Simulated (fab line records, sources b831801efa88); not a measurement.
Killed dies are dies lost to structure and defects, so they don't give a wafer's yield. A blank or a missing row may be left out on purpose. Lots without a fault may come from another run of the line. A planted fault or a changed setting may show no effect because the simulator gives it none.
Chamber matching | flow gf180mcu | GF_V4_CMP_04 on cmp-01: 4 sister chambers
The step polishes SiO2. 4 wafers are shown with their chamber, then 7 later ones without.

WAFERS WITH THEIR CHAMBER
wafer  | chamber | motor_current_A (A)
L749.3 | 3       | 13.8
L749.6 | 2       | 13.4
L757.2 | 0       | 12.5
L757.4 | 1       | 12.8

WAFERS WITHOUT THEIR CHAMBER
wafer  | motor_current_A (A)
L757.5 | 13.3
L759.2 | 13.5
L759.3 | 12.5
L759.5 | 13.8
L760.1 | 13.9
L760.5 | 13.0
L760.6 | 12.3

WHICH CHAMBER EACH WENT THROUGH
wafer  | from the rows above     | in truth
L757.5 | 2                       | 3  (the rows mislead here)
L759.2 | can't be placed: 2 or 3 | 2
L759.3 | 0                       | 0
L759.5 | 3                       | 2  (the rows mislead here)
L760.1 | 3                       | 3
L760.5 | can't be placed: 1 or 2 | 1
L760.6 | 0                       | 0
Placed correctly: 3 of 7. Can't be placed from these rows: 2 (the true chamber is among the candidates in 2). Placed wrongly: 2.
How it was worked out, from the rows above alone: a wafer's distance from a chamber is the root of the sum, over the readings, of the square of ((its reading less the chamber's mean) divided by the reading's scatter). The wafer belongs to the nearest chamber; if the next one is less than 2 further off, it can't be placed. A chamber's mean is the mean of its shown wafers. The scatter: with one shown wafer a chamber, the root of the mean of the squares of how far each hidden wafer lies from its nearest shown one.
